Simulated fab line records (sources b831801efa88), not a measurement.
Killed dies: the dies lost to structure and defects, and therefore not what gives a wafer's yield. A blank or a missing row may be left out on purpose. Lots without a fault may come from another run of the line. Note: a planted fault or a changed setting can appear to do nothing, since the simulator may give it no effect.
A struck lot beside a sound one :: flow gf180mcu :: 16 out of 602 route steps
Sound: the wafers L450.1, L450.3, L450.6. Wafers struck: L453.3, L453.4, L453.6. The cause is given at the end.
For every step that has rows: the tool of each side, followed by ch and its chambers, followed by its first start. Under that, the readings that differ: sound wafers :: struck wafers :: difference of the means :: sigmas: that difference in standard deviations of wafers without a fault.
alike: same words and numbers on both sides, and readings whose means sit less than 2 such deviations apart. not compared: any withheld reading, any reading some wafer has no value for, any bound like >300 that may hide the same value, and any number with overlapping values for which the record gives no deviation.
The two part at a step that has a row with sigmas, a row that says differs or no value, or rows on one side only. Numbers that don't overlap but have no deviation are shown without sigmas and don't part them. A reading missing from all wafers of one side parts the sides only when that side holds two or more wafers.

GF_POLY_GATE_ETCH_13: etches poly-Si in HBr/Cl2, stops on SiO2, target depth 198.5 nm, time 69.6 s.
  sound on rie_si-01 ch 0,2,3, day 10 22:55; struck on rie_si-01 ch 0,1,2, day 11 17:55
  alike: drypump_motor_current_A, oes_product_au, rf_fwd_power_W, throttle_valve_pct
  not compared: rf_hours_counter_h
GF_POLY_GATE_STRIP_14: strips in O2/N2.
  sound on plasma_asher-02 ch 0, day 10 22:59; struck on plasma_asher-01 ch 0,1, day 11 18:01
reading: drypump_motor_current_A (A)
sound: 5.61 5.62 5.63
struck: 6.39 5.97 6.41
difference: +0.64
sigmas: +3
  alike: heater_power_w, o2_flow_sccm, oes_product_au
  not compared: rf_hours_counter_h
then, 2 steps without rows for these wafers: GF_POLY_GATE_CLEAN_15 (cleans in SC1/SC2, time 150 s); GF_POLY_GATE_OXIDATION_16 (stabilise 600 s, purge 300 s, target thk 4 nm).
GF_POLY_GATE_THK_MEAS_17:
  sound on film_metro-03, day 11 00:23; struck on film_metro-03, day 11 19:24
  alike: POLY_GATE_OXIDATION_THK
GF_POLY_GATE_CD_MEAS_18:
  sound on cd_sem-02, day 11 00:27; struck on cd_sem-01, day 11 19:30
  alike: cd_nm
then, 6 steps without rows for these wafers: GF_HV_LDD_DEHYDRATE_00 (time 60 s); GF_HV_LDD_HMDS_01 (prime time 60 s); GF_HV_LDD_COAT_02 (resist thk 1000 nm); GF_HV_LDD_SOFTBAKE_03 (time 60 s); GF_HV_LDD_EXPOSE_04 (exposes mask Nplus LV AREA, target cd 400 nm); GF_HV_LDD_PEB_05.
GF_HV_LDD_DEVELOP_06: develop time 60 s.
  sound on litho_track-03 ch 0, day 11 18:55; struck on litho_track-01 ch 0, day 12 14:23
GF_HV_LDD_CD_MEAS_07: target cd 400 nm.
  sound on cd_sem-02, day 11 19:04; struck on cd_sem-02, day 12 14:35
reading: cd_nm (nm)
sound: 393.2 393.9 395.1
struck: 368.9 368.9 367.8
difference: -25.5
sigmas: -11
GF_HV_LDD_OVL_MEAS_08:
  sound on overlay-02, day 11 19:11; struck on overlay-02, day 12 14:41
  alike: HV_LDD_OVL
-- the record jumps here: 19 days lie between the struck wafers' starts before and after (it left off in module HV_LDD and takes up again in module PASSIVATION, whose first step shown is number 602 of the route) --
GF_PASSIVATION_PROBE_99:
  only the struck wafers here have rows in the record (prober-01, day 31 11:49); the sound ones have none

## WHERE THEY PART
First at GF_POLY_GATE_STRIP_14; last, within this record, at GF_PASSIVATION_PROBE_99.

WHY: the cause the simulator had injected
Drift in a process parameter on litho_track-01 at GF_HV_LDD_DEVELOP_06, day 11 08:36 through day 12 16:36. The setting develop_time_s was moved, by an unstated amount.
